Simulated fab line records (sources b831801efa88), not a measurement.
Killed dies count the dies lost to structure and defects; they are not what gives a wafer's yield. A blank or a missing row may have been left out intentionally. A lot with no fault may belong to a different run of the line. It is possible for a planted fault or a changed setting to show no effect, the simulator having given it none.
Which tool was responsible?	flow sfq-line	7 lots (20 wafers sampled), 1 step of a 325-step route

WHAT THE GAUGES SHOWED, per wafer
SFQ_L0_THK_MEAS_902: measures by xrf.
lot	measured	on	L0_MONX_KI_THK (nm)
L451	day 1 17:41	film-metro-04	40.4 40.4 39.5
L454	day 2 08:41	film-metro-02	39.8 39.6 39.7
L457	day 2 23:41	film-metro-02	40.5 39.8 39.7
L459	day 3 09:41	film-metro-01	40.5 40.4 40.0
L461	day 3 19:41	film-metro-01	40.3 40.1
L469	day 5 11:41	film-metro-04	40.3 40.7 40.4
L472	day 6 02:41	film-metro-01	38.9 39.9 38.4

WHICH TOOL RAN EACH LOT (tool, then ch and the chambers of the sampled wafers, then the start)
Before these readings, the record contains no process step.

THE ANSWER, worked out from the rows above alone
Rule: usual is defined by the lots themselves. Put in order of their means at a reading, lots are off if they are a third of the lots or fewer, leave a main group of 4 or more, and stand apart from it by a gap of 3 or more times the standard deviation of the main group's means; of several such gaps the widest counts. If all means in a main group match to the digits the tables above print for the reading, that group is not used. Also off: a lot with no number at a reading for which 4 or more lots have one. Where the step has rows for the other lots, those lots are counted as sound.
No lot is off at any reading shown: from this, nothing can be told.

WHAT THE SIMULATOR PUT IN
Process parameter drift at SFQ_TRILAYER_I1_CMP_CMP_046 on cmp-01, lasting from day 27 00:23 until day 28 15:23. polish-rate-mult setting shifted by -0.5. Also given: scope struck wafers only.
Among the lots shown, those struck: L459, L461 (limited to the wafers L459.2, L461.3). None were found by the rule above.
